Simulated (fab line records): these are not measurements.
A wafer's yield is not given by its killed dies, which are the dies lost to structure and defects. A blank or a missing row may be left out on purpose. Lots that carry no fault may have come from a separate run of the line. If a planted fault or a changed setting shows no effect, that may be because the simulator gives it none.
One fault seen from 2 desks -- flow sfq line -- each desk holds nothing but its own numbers, with what lay behind them at the end

THE TOOL OWNER'S DESK: pvd sputter-04
The tool's own readings at SFQ_TRILAYER_M4_DEP_SPUTTER_091 (material Nb, target thk 200 nm, time 133.3 s): means of the sampled wafers that have a number, for each lot that ran on this tool. Marked OUT: a lot whose mean sits more than 4 standard deviations from the usual mean, which makes it out of limits; the brackets give that distance.
Columns: A = throttle valve pct at SFQ_TRILAYER_M4_DEP_SPUTTER_091, usual 29.6 %
lot,first seen here,A
L248,day 32 16:02,29.4
L251,day 34 07:46,30.0
L252,day 34 16:53,29.2
L253,day 36 04:53,30.0
L256,day 39 04:10,29.1
L258,day 39 23:22,29.2
L261,day 41 05:37,29.1
L264,day 41 20:08,30.4
L267,day 42 15:29,29.7
L270,day 43 22:00,29.6
Finding of this desk: none of the 10 lots has anything out of limits.

FROM THE METROLOGY DESK
Lot by lot, what the gauges showed, no matter which tool ran the lot: averages of those sampled wafers that carry a number. Marked OUT: a lot whose mean sits more than 4 standard deviations from the usual mean, which makes it out of limits; the brackets give that distance.
Columns: A = M4_NB_RS at SFQ_M4_RS_MEAS_924, usual 0.886 ohm/sq
lot,first seen here,A
L247,day 32 10:45,0.886
L248,day 32 16:10,0.890
L251,day 34 07:54,0.890
L252,day 34 16:59,0.905
L253,day 36 04:58,0.897
L254,day 36 13:23,0.888
L256,day 39 04:15,0.889
L258,day 39 23:31,0.872
L261,day 41 05:44,0.884
L263,day 41 15:25,0.905
L264,day 41 20:14,1.250 (+37) OUT
L267,day 42 15:35,1.239 (+36) OUT
L268,day 43 00:29,0.886
L269,day 43 05:29,0.899
L270,day 43 22:05,1.250 (+37) OUT
This desk's finding: out of limits on L264, L267, L270; first on L264, day 41 20:14 (M4_NB_RS at SFQ_M4_RS_MEAS_924). In limits: L247, L248, L251, L252, L253, L254, L256, L258, L261, L263, L268, L269.

ALL TOGETHER
At day 41 20:14 the metrology desk could have sounded an alarm, on L264, L267, L270.
The desk of the tool owner found nothing out of limits.
On record at the tool owner's desk: L264, L267, L270, within its limits.
All the named lots went through SFQ_TRILAYER_M4_DEP_SPUTTER_091 on pvd sputter-04.

WHAT THE SIMULATOR PUT IN
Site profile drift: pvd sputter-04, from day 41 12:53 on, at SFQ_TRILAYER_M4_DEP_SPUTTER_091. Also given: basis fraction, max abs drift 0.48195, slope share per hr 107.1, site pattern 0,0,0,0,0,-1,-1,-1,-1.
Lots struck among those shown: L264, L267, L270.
Per desk, hours elapsed from the start of the fault to the first reading out of limits: for the metrology desk, 7.
